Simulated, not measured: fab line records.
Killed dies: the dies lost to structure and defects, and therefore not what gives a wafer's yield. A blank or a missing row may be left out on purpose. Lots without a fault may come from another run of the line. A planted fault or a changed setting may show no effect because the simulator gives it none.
Struck lot and sound lot, side by side :: flow sfq-line :: 13 steps out of a route of 325
Sound: these wafers, L848.1, L848.2, L848.3. Struck: wafers L856.1, L856.6. Last of all comes the cause.
Each step with rows lists, per side, the tool, then ch with its chambers, then its first start. Under that, the readings that differ: sound wafers :: struck wafers :: difference of the means :: sigmas: that difference in standard deviations of wafers without a fault.
alike: a reading whose means differ by less than 2 such deviations, as well as words and numbers matching on both sides. not compared: withheld readings; readings where some wafer has no value; bounds like >300 that might hide an equal value; numbers whose values overlap and for which the record gives no deviation.
A row with sigmas, a row that says differs or no value, or rows on one side alone: a step with any of these is where the two part. Numbers that don't overlap but have no deviation are shown without sigmas and don't part them. A reading that every wafer of one side lacks parts them only if that side has two wafers or more.

first, 1 step without rows for these wafers: SFQ_TRILAYER_M2_DEP_PRE_CLEAN_056 (time 22.5 s).
SFQ_TRILAYER_M2_DEP_SPUTTER_055: material Nb, target thk 200 nm, time 133.3 s.
  struck on pvd-sputter-04, day 29 23:01; sound on pvd-sputter-03, day 27 07:37
  alike: throttle-valve-pct
SFQ_M2_RS_MEAS_914: measures by four-point-probe.
  struck on film-metro-01, day 29 23:07; sound on film-metro-01, day 27 07:43
reading: M2_NB_RS (ohm/sq)
sound: 0.925 0.931 0.915
struck: 0.895 0.901
difference: -0.026
sigmas: -3
then, 6 steps without rows for these wafers: SFQ_TRILAYER_M2_LITHO_COAT_062 (resist thk 62 nm); SFQ_TRILAYER_M2_LITHO_COAT_057 (resist thk 600 nm); SFQ_TRILAYER_M2_LITHO_SOFTBAKE_061; SFQ_TRILAYER_M2_LITHO_EXPOSE_058 (exposes mask M2, target cd 500 nm); SFQ_TRILAYER_M2_LITHO_PEB_060 (peb time 60 s); SFQ_TRILAYER_M2_LITHO_DEVELOP_059 (time 60 s).
SFQ_M2_OVL_MEAS_916:
  struck on overlay-01, day 30 04:21; sound on overlay-01, day 27 10:40
  alike: M2_OVL
SFQ_TRILAYER_M2_BARC_OPEN_METAL_ETCH_077: etches BARC in O2, target depth 125 nm, time 41.7 s.
  sound on rie-metal-03 ch 0,1, day 27 10:42; struck on rie-metal-03 ch 1, day 30 04:23
  alike: bias-w, drypump-motor-current-A, he-backside-leak-sccm, oes-product-au, run-length-s
  not compared: rf-hours-counter-h
SFQ_TRILAYER_M2_ETCH_METAL_ETCH_060: etches Nb in Cl2/Ar, stops on SiO2, target depth 240 nm, time 120 s.
  sound on rie-metal-03 ch 0,1, day 27 10:46; struck on rie-metal-03 ch 1, day 30 04:26
reading: bias-w (W)
sound: 80.16 80.25 80.34
struck: - -
difference: no value on the struck wafers
sigmas: 

reading: he-backside-leak-sccm (sccm)
sound: 3.51 3.18 3.34
struck: 3.78 3.81
difference: +0.45
sigmas: +3

reading: oes-product-au (a.u.)
sound: 0.880 0.866 0.874
struck: 0.960 0.958
difference: +0.086
sigmas: +13

reading: run-length-s (s)
sound: 147.5 148.4 148.6
struck: 139.4 138.9
difference: -9.0
sigmas: -14

reading: model.KrF_of_TRILAYER_M2_LITHO_COAT_057.thk-nm (nm)
sound: 382.9 381.9 378.6
struck: 394.7 396
difference: +14.2
sigmas: 
  alike: drypump-motor-current-A
  not compared: rf-hours-counter-h
SFQ_TRILAYER_M2_STRIP_STRIP_061: strips in O2.
  sound on rie-metal-03 ch 0,1, day 27 10:53; struck on rie-metal-03 ch 1, day 30 04:34
  alike: drypump-motor-current-A, he-backside-leak-sccm, oes-product-au
  not compared: rf-hours-counter-h

WHERE THEY PART
Earliest at SFQ_M2_RS_MEAS_914; latest, in this record, at SFQ_TRILAYER_M2_ETCH_METAL_ETCH_060. Later steps at which nothing parts them and some readings are alike: SFQ_TRILAYER_M2_STRIP_STRIP_061.

WHY: the cause the simulator had injected
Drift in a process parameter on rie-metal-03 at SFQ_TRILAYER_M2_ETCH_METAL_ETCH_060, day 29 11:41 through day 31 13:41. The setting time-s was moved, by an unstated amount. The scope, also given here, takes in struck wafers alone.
